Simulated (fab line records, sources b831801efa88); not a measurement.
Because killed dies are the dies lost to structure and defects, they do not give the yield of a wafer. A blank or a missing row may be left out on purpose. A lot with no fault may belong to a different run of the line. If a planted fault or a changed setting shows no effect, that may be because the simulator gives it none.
Which tool is to blame? | flow gf180mcu | 11 lots, 33 wafers sampled, at 6 steps of a route of 602

== WHAT EACH GAUGE READ, for each wafer ==
GF_HV_LDD_CD_MEAS_07: the cd target is 400 nm.
lot  | measured     | on        | cd nm (nm)
L284 | day 10 04:23 | cd sem-02 | 402.5 402.7 403.2
L286 | day 10 11:11 | cd sem-02 | 400.4 400.8 398.9
L287 | day 10 17:21 | cd sem-01 | 404.6 402.9 403.9
L288 | day 10 21:22 | cd sem-02 | 394.3 394.7 394.2
L290 | day 11 16:20 | cd sem-02 | 401.1 400.2 400.2
L294 | day 13 15:21 | cd sem-01 | 398.3 396.0 398.4
L296 | day 13 18:17 | cd sem-02 | 400.6 401.1 402.4
L300 | day 14 15:40 | cd sem-01 | - - -
L301 | day 14 23:14 | cd sem-02 | 398.2 399.6 398.8
L305 | day 16 20:25 | cd sem-02 | 399.6 399.7 398.2
L306 | day 16 20:22 | cd sem-01 | 397.5 396.4 396.5

GF_HV_LDD_TW_MEAS_11.
lot  | measured     | on            | HV_LDD_TW
L284 | day 10 04:46 | film metro-03 | 2433 2428 2438
L286 | day 10 11:35 | film metro-03 | 2419 2421 2430
L287 | day 10 17:45 | film metro-04 | 2415 2414 2415
L288 | day 10 21:46 | film metro-01 | 2433 2434 2443
L290 | day 11 16:44 | film metro-01 | 2434 2433 2437
L294 | day 13 15:45 | film metro-04 | 2409 2396 2385
L296 | day 13 18:41 | film metro-03 | 2437 2432 2428
L300 | day 14 16:04 | film metro-03 | 30 30 30
L301 | day 14 23:38 | film metro-03 | 2420 2420 2408
L305 | day 16 20:49 | film metro-03 | 2430 2421 2423
L306 | day 16 20:45 | film metro-01 | 2440 2443 2447

== WHAT TOOL EACH LOT RAN ON (gives the tool, then ch and the chambers of the sampled wafers, and finally the start) ==
lot  | GF_MVPSD_STRIP_10                    | GF_VT_IMPLANT_STRIP_09               | GF_POLY_GATE_ETCH_12               | GF_HV_LDD_EXPOSE_04
L284 | plasma asher-01 ch 0,1, day 5 04:06  | plasma asher-04 ch 0,1, day 5 18:03  | rie diel-02 ch 0,1, day 9 09:03    | iline stepper-01 ch 0, day 9 19:17
L286 | plasma asher-01 ch 0,1, day 5 11:34  | plasma asher-04 ch 0,1, day 6 02:25  | rie diel-04 ch 0,1,2, day 9 15:40  | iline stepper-01 ch 0, day 10 02:11
L287 | plasma asher-01 ch 0,1, day 5 17:25  | plasma asher-04 ch 0,1, day 6 08:20  | rie diel-02 ch 1,2, day 9 21:05    | iline stepper-01 ch 0, day 10 07:59
L288 | plasma asher-03 ch 0,1, day 5 22:10  | plasma asher-02 ch 0,1, day 6 12:37  | rie diel-01 ch 1,3, day 10 02:54   | iline stepper-01 ch 0, day 10 13:07
L290 | plasma asher-03 ch 0,1, day 6 12:28  | plasma asher-04 ch 0,1, day 7 02:50  | rie diel-01 ch 0,1, day 10 19:28   | iline stepper-01 ch 0, day 11 07:04
L294 | plasma asher-02 ch 0,1, day 7 23:10  | plasma asher-02 ch 0,1, day 8 14:20  | rie diel-02 ch 0,2,3, day 12 16:36 | iline stepper-02 ch 0, day 13 05:11
L296 | plasma asher-01 ch 0,1, day 8 03:50  | plasma asher-04 ch 0,1, day 8 20:26  | rie diel-04 ch 0,1,3, day 12 20:55 | iline stepper-01 ch 0, day 13 08:52
L300 | plasma asher-01 ch 0,1, day 8 20:58  | plasma asher-04 ch 0,1, day 9 14:08  | rie diel-04 ch 1,3, day 13 17:55   | iline stepper-01 ch 0, day 14 06:02
L301 | plasma asher-01 ch 0,1, day 9 02:20  | plasma asher-04 ch 0,1, day 9 19:37  | rie diel-01 ch 2,3, day 13 23:44   | iline stepper-01 ch 0, day 14 13:17
L305 | plasma asher-02 ch 0,1, day 10 14:26 | plasma asher-03 ch 0,1, day 11 09:05 | rie diel-04 ch 0,2, day 15 20:21   | iline stepper-01 ch 0, day 16 09:45
L306 | plasma asher-03 ch 0,1, day 10 15:25 | plasma asher-02 ch 0,1, day 11 09:45 | rie diel-01 ch 1,2,3, day 15 20:18 | iline stepper-01 ch 0, day 16 09:39
- GF_MVPSD_STRIP_10: strips in O2/N2.
- GF_VT_IMPLANT_STRIP_09: strips in O2/N2.
- GF_POLY_GATE_ETCH_12: etches BARC in N2/H2.
- GF_HV_LDD_EXPOSE_04: exposes mask Nplus LV AREA, target cd 400 nm.

== AS READ BY THE TOOLS THEMSELVES (means over the sampled wafers that have a number; for cases with no such wafer, the mark the record gives instead) ==
GF_MVPSD_STRIP_10.
lot  | tool            | drypump motor current A (A) | heater power w (W) | oes product au (a.u.) | strip time to endpoint s (s)
L284 | plasma asher-01 | 5.9                         | 335                | 0.728                 | 36.88
L286 | plasma asher-01 | 5.8                         | 324                | 0.725                 | 37.04
L287 | plasma asher-01 | 5.9                         | 335                | 0.721                 | 36.88
L288 | plasma asher-03 | 5.4                         | 350                | 0.720                 | 37.09
L290 | plasma asher-03 | 5.3                         | 349                | 0.720                 | 37.00
L294 | plasma asher-02 | 6.1                         | 327                | 0.719                 | 36.90
L296 | plasma asher-01 | 5.9                         | 342                | 0.725                 | 36.94
L300 | plasma asher-01 | 5.9                         | 337                | 0.722                 | 36.95
L301 | plasma asher-01 | 5.8                         | 324                | 0.722                 | 37.06
L305 | plasma asher-02 | 6.1                         | 335                | 0.721                 | 36.82
L306 | plasma asher-03 | 5.4                         | 352                | 0.722                 | 37.03

GF_VT_IMPLANT_STRIP_09.
lot  | tool            | drypump motor current A (A) | heater power w (W) | oes product au (a.u.) | strip time to endpoint s (s)
L284 | plasma asher-04 | 6.0                         | 294                | 0.721                 | 12.64
L286 | plasma asher-04 | 6.0                         | 299                | 0.711                 | 12.63
L287 | plasma asher-04 | 5.8                         | 329                | 0.717                 | 12.64
L288 | plasma asher-02 | 6.0                         | 370                | 0.712                 | 12.67
L290 | plasma asher-04 | 5.8                         | 321                | 0.716                 | 12.63
L294 | plasma asher-02 | 6.1                         | 333                | 0.718                 | 12.64
L296 | plasma asher-04 | 5.8                         | 321                | 0.715                 | 12.63
L300 | plasma asher-04 | 6.0                         | 295                | 0.715                 | 12.64
L301 | plasma asher-04 | 5.8                         | 322                | 0.713                 | 12.58
L305 | plasma asher-03 | 5.3                         | 355                | 0.713                 | 12.61
L306 | plasma asher-02 | 6.0                         | 374                | 0.716                 | 12.68

GF_POLY_GATE_ETCH_12.
lot  | tool        | drypump motor current A (A) | oes product au (a.u.) | throttle valve pct (%)
L284 | rie diel-02 | 5.8                         | 0.736                 | 13.215
L286 | rie diel-04 | 6.3                         | 0.735                 | 13.210
L287 | rie diel-02 | 5.9                         | 0.736                 | 13.217
L288 | rie diel-01 | 6.1                         | 0.736                 | 13.218
L290 | rie diel-01 | 6.2                         | 0.737                 | 13.218
L294 | rie diel-02 | 6.2                         | 0.738                 | 13.208
L296 | rie diel-04 | 6.2                         | 0.730                 | 13.221
L300 | rie diel-04 | 6.0                         | 0.736                 | 13.228
L301 | rie diel-01 | 6.0                         | 0.735                 | 13.224
L305 | rie diel-04 | 6.4                         | 0.738                 | 13.218
L306 | rie diel-01 | 5.9                         | 0.734                 | 13.222

GF_HV_LDD_EXPOSE_04.
lot  | tool             | exposure dose mJ cm2 | reticle temp C (C)
L284 | iline stepper-01 | 141.2                | 22.95
L286 | iline stepper-01 | 141.3                | 22.90
L287 | iline stepper-01 | 141.2                | 22.97
L288 | iline stepper-01 | 141.2                | 23.10
L290 | iline stepper-01 | 141.2                | 23.06
L294 | iline stepper-02 | 140.1                | 22.94
L296 | iline stepper-01 | 141.2                | 22.96
L300 | iline stepper-01 | 141.4                | 22.95
L301 | iline stepper-01 | 141.2                | 23.00
L305 | iline stepper-01 | 141.3                | 23.02
L306 | iline stepper-01 | 141.3                | 23.12

== THE ANSWER, worked out from the rows above alone ==
Rule: usual is defined by the lots themselves. The widest of any qualifying gaps counts: lots, ordered by their means at a reading, are off when they make up no more than a third of the lots, leave a main group of 4 or more, and stand apart from it by 3 or more times the standard deviation of that group's means. A main group is skipped when, at the precision printed for the reading in the tables above, its means are all equal. Also off: a lot with no number at a reading for which 4 or more lots have one. All remaining lots with rows at the step are treated as sound. After the gauges, taken in route order, come the tools' own readings; for these a lot's mean is taken, as printed above. At the first step where some lot is off, the reading lying furthest off is the one used; lots without a number count as furthest.
Off at GF_HV_LDD_CD_MEAS_07 (cd nm): L300. Without a number there: L300. For the main group the mean is 399.5 nm and the standard deviation 2.7.
A tool fits if, at a process step before that reading, it ran every lot that is off, and no sound lot after the first of them. Not tried: the gauges at GF_HV_LDD_CD_MEAS_07; whatever is off there is also off at GF_HV_LDD_TW_MEAS_11, on other tools, and gauge error can't account for it. No candidate that was tried fits.

== WHAT THE SIMULATOR PUT IN ==
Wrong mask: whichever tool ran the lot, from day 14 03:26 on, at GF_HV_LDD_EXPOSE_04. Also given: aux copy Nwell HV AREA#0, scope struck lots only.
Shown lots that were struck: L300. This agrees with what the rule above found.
